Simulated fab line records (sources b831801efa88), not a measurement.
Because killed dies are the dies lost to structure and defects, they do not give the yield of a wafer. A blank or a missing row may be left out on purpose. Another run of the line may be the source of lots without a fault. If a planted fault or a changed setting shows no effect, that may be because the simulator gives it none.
Struck lot and sound lot, side by side :: flow sfq-line :: 14 steps out of a route of 325
Sound: wafers L816.3, L816.4, L816.6. The struck wafers were L825.2, L825.5, L825.6. The cause comes at the end.
Per side, at each step with rows, come the tool, then ch with its chambers, and then its first start. Under that, the readings that differ: sound wafers :: struck wafers :: difference of the means :: sigmas: that difference in standard deviations of wafers without a fault.
alike: same words and numbers on both sides, and readings whose means sit less than 2 such deviations apart. not compared: any withheld reading, any reading some wafer has no value for, any bound like >300 that may hide the same value, and any number with overlapping values for which the record gives no deviation.
The two part at a step that has a row with sigmas, a row that says differs or no value, or rows on one side only. Non-overlapping numbers with no deviation appear without sigmas and do not part them. A reading missing from all wafers of one side parts the sides only when that side holds two or more wafers.

first, 2 steps without rows for these wafers: SFQ_TRILAYER_I2_VIA_STRIP_SOLV_CLEAN_072 (cleans in NMP, time 600 s); SFQ_TRILAYER_M3_DEP_PRE_CLEAN_074 (time 22.5 s).
SFQ_TRILAYER_M3_DEP_SPUTTER_073: material Nb, target thk 200 nm, time 133.3 s.
  sound on pvd-sputter-06 at day 24 03:08; struck on pvd-sputter-04 at day 26 19:40
  alike: chamber-pressure-pa, throttle-valve-pct
SFQ_M3_RS_MEAS_919: a four-point-probe measurement.
  sound on film-metro-02 at day 24 03:16; struck on film-metro-01 at day 26 19:47
  alike: M3_NB_RS
then, 6 steps without rows for these wafers: SFQ_TRILAYER_M3_LITHO_COAT_080 (resist thk 62 nm); SFQ_TRILAYER_M3_LITHO_COAT_075 (resist thk 600 nm); SFQ_TRILAYER_M3_LITHO_SOFTBAKE_079; SFQ_TRILAYER_M3_LITHO_EXPOSE_076 (exposes mask M3, target cd 500 nm); SFQ_TRILAYER_M3_LITHO_PEB_078 (peb time 60 s); SFQ_TRILAYER_M3_LITHO_DEVELOP_077 (time 60 s).
-- the record jumps here: 4 days lie between the struck wafers' starts before and after --
SFQ_M3_OVL_MEAS_921:
  sound on overlay-01 at day 28 06:14; struck on overlay-01 at day 30 21:23
reading: M3_OVL (nm)
sound: -7 0 -9
struck: 3 7 5
difference: +10
sigmas: +3
SFQ_TRILAYER_M3_BARC_OPEN_METAL_ETCH_100: etches BARC in O2, target depth 125 nm, time 41.7 s.
  sound on rie-metal-01 ch 0,1, day 28 06:17; struck on rie-metal-03 ch 0,1, day 30 21:25
reading: rf-fwd-power-W (W)
sound: 592.3 596.4 598.4
struck: 497.1 500.9 495.0
difference: -98.0
sigmas: -45

reading: model.KrF_of_TRILAYER_M3_LITHO_COAT_075.thk-nm (nm)
sound: 525.6 522.2 523.4
struck: 529.4 532.2 529
difference: +6.5
sigmas: 
  alike: drypump-motor-current-A, oes-product-au
  not compared: rf-hours-counter-h
SFQ_TRILAYER_M3_ETCH_METAL_ETCH_078: etches Nb in Cl2/Ar, stops on SiO2, target depth 240 nm, time 120 s.
  sound on rie-metal-01 ch 0,1, day 28 06:22; struck on rie-metal-03 ch 0,1, day 30 21:28
  alike: drypump-motor-current-A, oes-product-au, rf-fwd-power-W
  not compared: rf-hours-counter-h, model.KrF_of_TRILAYER_M3_LITHO_COAT_075.thk-nm
SFQ_TRILAYER_M3_STRIP_STRIP_079: strips in O2.
  sound on rie-metal-01 ch 0,1, day 28 06:38; struck on rie-metal-03 ch 0,1, day 30 21:35
  alike: drypump-motor-current-A, oes-product-au
  not compared: rf-hours-counter-h

WHERE THEY PART
Last at SFQ_TRILAYER_M3_BARC_OPEN_METAL_ETCH_100 as far as this record goes, first at SFQ_M3_OVL_MEAS_921. Later steps at which nothing parts them and some readings are alike: SFQ_TRILAYER_M3_ETCH_METAL_ETCH_078, SFQ_TRILAYER_M3_STRIP_STRIP_079.

WHY: whatever the simulator had introduced
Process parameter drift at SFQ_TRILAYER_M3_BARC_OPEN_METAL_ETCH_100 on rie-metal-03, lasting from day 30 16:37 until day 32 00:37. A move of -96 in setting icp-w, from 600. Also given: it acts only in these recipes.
